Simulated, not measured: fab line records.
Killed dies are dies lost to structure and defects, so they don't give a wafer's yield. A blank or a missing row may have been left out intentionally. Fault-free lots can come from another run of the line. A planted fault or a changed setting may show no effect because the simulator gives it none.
Which tool is to blame? | flow gf180mcu | 6 lots, 18 wafers sampled, at 3 steps of a route of 602

WHAT THE GAUGES READ, wafer by wafer
GF_HV_LDD_TW_MEAS_38.
lot  | measured     | on            | HV_LDD_3_TW
L836 | day 11 22:37 | film metro-03 | 1404 1409 1411
L838 | day 12 13:26 | film metro-01 | 1432 1436 1433
L840 | day 13 06:29 | film metro-04 | 1551 1551 1553
L848 | day 15 20:43 | film metro-03 | 1418 1419 1430
L853 | day 17 13:43 | film metro-01 | 1450 1453 1452
L857 | day 18 21:39 | film metro-04 | 1434 1439 1446

TOOL THAT RAN EACH LOT (tool first, then ch and the chambers of the sampled wafers, then the start)
lot  | GF_NWELL_STRIP_10                   | GF_HV_LDD_IMPLANT_33
L836 | plasma asher-03 ch 0,1, day 3 14:12 | implanter-01 ch 0, day 11 21:55
L838 | plasma asher-02 ch 0,1, day 4 00:32 | implanter-02 ch 0, day 12 12:46
L840 | plasma asher-04 ch 0,1, day 4 12:45 | implanter-02 ch 0, day 13 05:30
L848 | plasma asher-03 ch 0,1, day 6 06:32 | implanter-02 ch 0, day 15 20:01
L853 | plasma asher-03 ch 0,1, day 7 09:24 | implanter-03 ch 0, day 17 13:01
L857 | plasma asher-04 ch 0,1, day 8 08:44 | implanter-03 ch 0, day 18 20:57
- GF_NWELL_STRIP_10: strips in O2/N2.
- GF_HV_LDD_IMPLANT_33

THE ANSWER, worked out from the rows above alone
Rule: the lots themselves supply what counts as usual. Put in order of their means at a reading, lots are off if they are a third of the lots or fewer, leave a main group of 4 or more, and stand apart from it by a gap of 3 or more times the standard deviation of the main group's means; of several such gaps the widest counts. The tables above print the reading to a certain number of digits; a main group whose means all agree to those digits is not used. Also off: a lot with no number at a reading for which 4 or more lots have one. Any other lot the step has rows for is counted as sound.
Off: L840, at GF_HV_LDD_TW_MEAS_38 (HV_LDD_3_TW). For the main group the mean is 1431 and the standard deviation 15.
If a tool, at a process step before that reading, ran all the lots that are off and no sound lot after the first of them, it fits. The gauges at GF_HV_LDD_TW_MEAS_38 are tried like those tools. Of those tried, none fits.

WHAT THE SIMULATOR PUT IN
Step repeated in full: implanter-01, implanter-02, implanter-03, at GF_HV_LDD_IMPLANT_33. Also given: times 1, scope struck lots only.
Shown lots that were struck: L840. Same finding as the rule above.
